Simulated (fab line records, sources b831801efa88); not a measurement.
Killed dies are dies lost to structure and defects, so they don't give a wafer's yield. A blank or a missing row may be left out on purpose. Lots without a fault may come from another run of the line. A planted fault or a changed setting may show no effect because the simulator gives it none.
Which tool did it? | flow gf180mcu | 12 lots, 36 wafers sampled, at 5 steps of a route of 602

WHAT THE GAUGES READ, wafer by wafer
GF_M3_THK_MEAS_06: measures by xrf. Usual: M3_ALCU_THK 442 nm, standard deviation 5.6.
lot  | measured     | on            | M3_ALCU_THK (nm) | flag
L290 | day 20 02:15 | film_metro-03 | 447 439 439      |
L291 | day 20 09:36 | film_metro-02 | 450 443 447      |
L293 | day 21 10:20 | film_metro-03 | 446 454 446      |
L294 | day 21 18:40 | film_metro-02 | 444 444 440      |
L296 | day 22 13:39 | film_metro-01 | 444 448 449      |
L298 | day 23 10:01 | film_metro-01 | 442 454 443      |
L300 | day 24 05:43 | film_metro-02 | 453 448 449      |
L301 | day 24 09:59 | film_metro-01 | 451 447 453      |
L302 | day 24 21:01 | film_metro-03 | 449 442 440      |
L303 | day 25 07:10 | film_metro-03 | 447 439 438      |
L304 | day 25 12:07 | film_metro-02 | 438 443 443      |
L307 | day 26 20:40 | film_metro-02 | 425 423 423      | OFF

WHICH TOOL RAN EACH LOT (tool, then ch and the chambers of the sampled wafers, then the start)
lot  | GF_V1_ETCH_17                                 | GF_V1_STRIP_18                       | GF_M2_SPUTTER_02             | GF_M3_SPUTTER_04
L290 | rie_diel-01 ch 2,3, day 17 23:44 or earlier   | plasma_asher-02 ch 1, day 17 23:44   | pvd_sputter-01, day 18 01:05 | pvd_sputter-03, day 20 02:05
L291 | rie_diel-01 ch 1,2,3, day 18 06:11 or earlier | plasma_asher-02 ch 0,1, day 18 06:11 | pvd_sputter-02, day 18 07:57 | pvd_sputter-04, day 20 09:26
L293 | rie_diel-03 ch 1,3, day 19 06:11 or earlier   | plasma_asher-03 ch 1, day 19 06:11   | pvd_sputter-04, day 19 07:57 | pvd_sputter-04, day 21 10:10
L294 | rie_diel-01 ch 0,3, day 19 14:10 or earlier   | plasma_asher-04 ch 0,1, day 19 14:10 | pvd_sputter-02, day 19 15:31 | pvd_sputter-04, day 21 18:29
L296 | rie_diel-03 ch 1,3, day 20 09:14 or earlier   | plasma_asher-03 ch 0,1, day 20 09:14 | pvd_sputter-02, day 20 10:35 | pvd_sputter-04, day 22 13:29
L298 | rie_diel-01 ch 0,3, day 21 06:29 or earlier   | plasma_asher-03 ch 0,1, day 21 06:29 | pvd_sputter-04, day 21 07:57 | pvd_sputter-04, day 23 09:51
L300 | rie_diel-03 ch 0,2,3, day 22 02:11 or earlier | plasma_asher-02 ch 0,1, day 22 02:11 | pvd_sputter-01, day 22 03:59 | pvd_sputter-01, day 24 05:33
L301 | rie_diel-04 ch 1,2, day 22 08:26 or earlier   | plasma_asher-03 ch 0,1, day 22 08:26 | pvd_sputter-01, day 22 09:53 | pvd_sputter-04, day 24 09:49
L302 | rie_diel-04 ch 0,3, day 22 19:14 or earlier   | plasma_asher-02 ch 0,1, day 22 19:14 | pvd_sputter-02, day 22 20:37 | pvd_sputter-04, day 24 20:51
L303 | rie_diel-01 ch 1,2,3, day 23 06:05 or earlier | plasma_asher-02 ch 0,1, day 23 06:05 | pvd_sputter-04, day 23 07:29 | pvd_sputter-03, day 25 07:01
L304 | rie_diel-01 ch 0,3, day 23 11:49 or earlier   | plasma_asher-03 ch 0,1, day 23 11:49 | pvd_sputter-04, day 23 13:08 | pvd_sputter-03, day 25 11:56
L307 | rie_diel-01 ch 1,3, day 24 08:44 or earlier   | plasma_asher-03 ch 0,1, day 24 08:44 | pvd_sputter-01, day 24 10:07 | pvd_sputter-03, day 26 20:30
- GF_V1_ETCH_17: etches SiO2 in C4F8/O2/Ar, stops on TiN, target depth 630 nm.
- GF_V1_STRIP_18: strips in O2/N2.
- GF_M2_SPUTTER_02: material AlCu, target thk 450 nm, time 23.9 s.
- GF_M3_SPUTTER_04: material TiN, target thk 50 nm, time 41.7 s.

WHAT THE TOOLS THEMSELVES READ (means of the sampled wafers that have a number; where no wafer has one, the mark that the record gives instead)
GF_V1_ETCH_17. Usual: chamber_pressure_mTorr 40.00 mTorr, standard deviation 0.034; oes_product_au 0.856 a.u., standard deviation 0.0044.
lot  | tool        | chamber_pressure_mTorr (mTorr) | oes_product_au (a.u.) | flag
L290 | rie_diel-01 | 39.99                          | 0.857                 |
L291 | rie_diel-01 | 40.01                          | 0.852                 |
L293 | rie_diel-03 | 40.00                          | 0.857                 |
L294 | rie_diel-01 | 40.02                          | 0.855                 |
L296 | rie_diel-03 | 40.01                          | 0.859                 |
L298 | rie_diel-01 | 39.97                          | 0.856                 |
L300 | rie_diel-03 | 40.02                          | 0.857                 |
L301 | rie_diel-04 | 40.03                          | 0.858                 |
L302 | rie_diel-04 | 40.00                          | 0.853                 |
L303 | rie_diel-01 | 40.02                          | 0.856                 |
L304 | rie_diel-01 | 40.02                          | 0.854                 |
L307 | rie_diel-01 | 40.01                          | 0.859                 |

GF_V1_STRIP_18. Usual: chamber_pressure_mTorr 1500 mTorr, standard deviation 3; drypump_motor_current_A 5.7 A, standard deviation 0.43; heater_power_w 327 W, standard deviation 21; oes_product_au 0.592 a.u., standard deviation 0.0048.
lot  | tool            | chamber_pressure_mTorr (mTorr) | drypump_motor_current_A (A) | heater_power_w (W) | oes_product_au (a.u.) | flag
L290 | plasma_asher-02 | 1500                           | 5.8                         | 328                | 0.593                 |
L291 | plasma_asher-02 | 1499                           | 6.1                         | 313                | 0.589                 |
L293 | plasma_asher-03 | 1500                           | 5.1                         | 354                | 0.587                 |
L294 | plasma_asher-04 | 1500                           | 5.5                         | 348                | 0.595                 |
L296 | plasma_asher-03 | 1501                           | 5.4                         | 346                | 0.591                 |
L298 | plasma_asher-03 | 1501                           | 5.5                         | 333                | 0.595                 |
L300 | plasma_asher-02 | 1498                           | 6.1                         | 305                | 0.592                 |
L301 | plasma_asher-03 | 1501                           | 5.3                         | 341                | 0.594                 |
L302 | plasma_asher-02 | 1501                           | 5.9                         | 319                | 0.590                 |
L303 | plasma_asher-02 | 1489                           | 6.1                         | 305                | 0.591                 | OFF
L304 | plasma_asher-03 | 1500                           | 5.5                         | 333                | 0.597                 |
L307 | plasma_asher-03 | 1498                           | 5.5                         | 329                | 0.593                 |

GF_M2_SPUTTER_02. Usual: throttle_valve_pct 29.8 %, standard deviation 1.2.
lot  | tool           | throttle_valve_pct (%) | flag
L290 | pvd_sputter-01 | 30.2                   |
L291 | pvd_sputter-02 | 29.6                   |
L293 | pvd_sputter-04 | 30.4                   |
L294 | pvd_sputter-02 | 30.4                   |
L296 | pvd_sputter-02 | 28.2                   |
L298 | pvd_sputter-04 | 29.2                   |
L300 | pvd_sputter-01 | 30.1                   |
L301 | pvd_sputter-01 | 30.0                   |
L302 | pvd_sputter-02 | 29.7                   |
L303 | pvd_sputter-04 | 29.9                   |
L304 | pvd_sputter-04 | 29.8                   |
L307 | pvd_sputter-01 | 30.2                   |

GF_M3_SPUTTER_04. Usual: throttle_valve_pct 30.3 %, standard deviation 1.
lot  | tool           | throttle_valve_pct (%) | flag
L290 | pvd_sputter-03 | 30.5                   |
L291 | pvd_sputter-04 | 29.9                   |
L293 | pvd_sputter-04 | 31.1                   |
L294 | pvd_sputter-04 | 29.3                   |
L296 | pvd_sputter-04 | 29.3                   |
L298 | pvd_sputter-04 | 31.0                   |
L300 | pvd_sputter-01 | 30.0                   |
L301 | pvd_sputter-04 | 29.3                   |
L302 | pvd_sputter-04 | 29.3                   |
L303 | pvd_sputter-03 | 30.7                   |
L304 | pvd_sputter-03 | 31.4                   |
L307 | pvd_sputter-03 | 30.6                   |

THE ANSWER, worked out from the rows above alone
Rule: a lot is off if the mean of its wafers that have a number lies more than 3 standard deviations from the usual mean. A lot without any number at a reading at which 4 lots or more have one is off too. The other lots that the step has rows for count as sound. The gauges are gone through in route order, then the tools' own readings, and for those a lot's mean is taken as printed above. The first step at which some lot is off is used, and at that step the reading that is off furthest; a lot without a number counts as furthest.
Off: L307, at GF_M3_THK_MEAS_06 (M3_ALCU_THK).
A tool fits if, at a process step before that reading, it ran every lot that is off, and no sound lot after the first of them. The gauges at GF_M3_THK_MEAS_06 are tried like those tools. GF_V1_ETCH_17 gives no start for some lots, so the hours and the order of its lots are those of GF_V1_STRIP_18. Can't be told from this: 5 tools fit, rie_diel-01 at GF_V1_ETCH_17, plasma_asher-03 at GF_V1_STRIP_18, pvd_sputter-01 at GF_M2_SPUTTER_02, pvd_sputter-03 at GF_M3_SPUTTER_04, film_metro-02 at GF_M3_THK_MEAS_06.

WHAT THE SIMULATOR HAD PUT IN
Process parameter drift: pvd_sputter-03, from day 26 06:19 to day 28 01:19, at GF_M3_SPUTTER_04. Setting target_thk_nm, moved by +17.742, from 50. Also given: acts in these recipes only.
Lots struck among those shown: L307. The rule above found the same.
